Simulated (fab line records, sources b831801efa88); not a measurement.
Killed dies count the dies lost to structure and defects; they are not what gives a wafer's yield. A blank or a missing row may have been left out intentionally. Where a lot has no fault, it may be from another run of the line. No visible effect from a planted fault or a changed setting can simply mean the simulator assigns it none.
Matching of chambers -- flow gf180mcu -- GF_CONTACT_CMP_27 on cmp-02 has 4 sister chambers
The step polishes, stops on SiO2, t overpolish 15 s, target thk 0 nm. 20 wafers are shown with their chamber, then 10 later ones without.

## WAFERS PAIRED WITH THEIR CHAMBERS
wafer,chamber,motorCurrentA (A),timeToEndpointS (s),overpolishRunS (s)
L295.1,3,11.5,74.3,15.000
L295.5,3,11.7,75.1,15.004
L295.6,2,11.3,74.6,14.995
L296.1,2,10.7,74.2,15.014
L296.3,0,12.0,75.1,14.993
L296.6,1,9.2,72.0,14.983
L298.2,0,12.0,75.1,15.025
L298.4,2,11.5,74.0,15.018
L298.5,1,9.2,73.3,15.003
L297.1,2,11.2,78.4,15.003
L297.4,3,10.9,77.2,15.016
L297.6,1,9.0,74.1,15.009
L300.3,3,10.8,72.8,14.991
L300.4,1,9.1,69.4,15.002
L300.5,3,11.3,72.2,14.996
L302.3,2,11.0,76.7,14.999
L304.3,2,10.8,76.8,14.992
L304.6,3,11.7,75.0,14.997
L312.1,1,8.5,75.6,15.010
L312.2,3,11.1,74.0,15.009

SIGNATURES, as means of the wafers listed above
reading,chamber 0,chamber 1,chamber 2,chamber 3,scatter within a chamber
motorCurrentA,12.000,9.000,11.083,11.286,0.318
timeToEndpointS,75.100,72.880,75.783,74.371,1.84
overpolishRunS,15.00900,15.00140,15.00350,15.00186,0.0111
Rule: a wafer's distance from a chamber is the root of the sum, over the readings, of the square of ((its reading less the chamber's mean) divided by the reading's scatter). The wafer belongs to the nearest chamber; if the next one is less than 2 further off, it can't be placed. The scatter: the root of (the sum of the squares of (reading less its chamber's mean) over the shown wafers, divided by (wafers less chambers)).

## WAFERS WITH NO CHAMBER GIVEN
wafer,motorCurrentA (A),timeToEndpointS (s),overpolishRunS (s)
L312.4,11.4,72.2,14.984
L313.1,12.9,77.2,15.007
L313.5,11.0,79.8,15.007
L313.6,11.3,74.5,15.000
L314.1,9.0,70.0,15.005
L314.5,11.9,72.8,15.005
L314.6,8.6,72.7,15.002
L316.1,11.1,74.2,14.999
L316.4,8.6,70.2,15.006
L316.5,10.9,71.3,15.004

## EACH ONE'S CHAMBER
wafer,from the rows above,in truth
L312.4,can't be placed: 3 or 2 or 0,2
L313.1,0,0
L313.5,can't be placed: 2 or 3 or 0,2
L313.6,can't be placed: 3 or 2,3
L314.1,1,1
L314.5,can't be placed: 0 or 3 or 2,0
L314.6,1,1
L316.1,can't be placed: 3 or 2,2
L316.4,1,1
L316.5,can't be placed: 3 or 2 or 0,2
Placed correctly: 4 of 10. Cannot be placed on the basis of these rows: 6; the candidates contain the true chamber in 6. Number placed wrongly: 0.
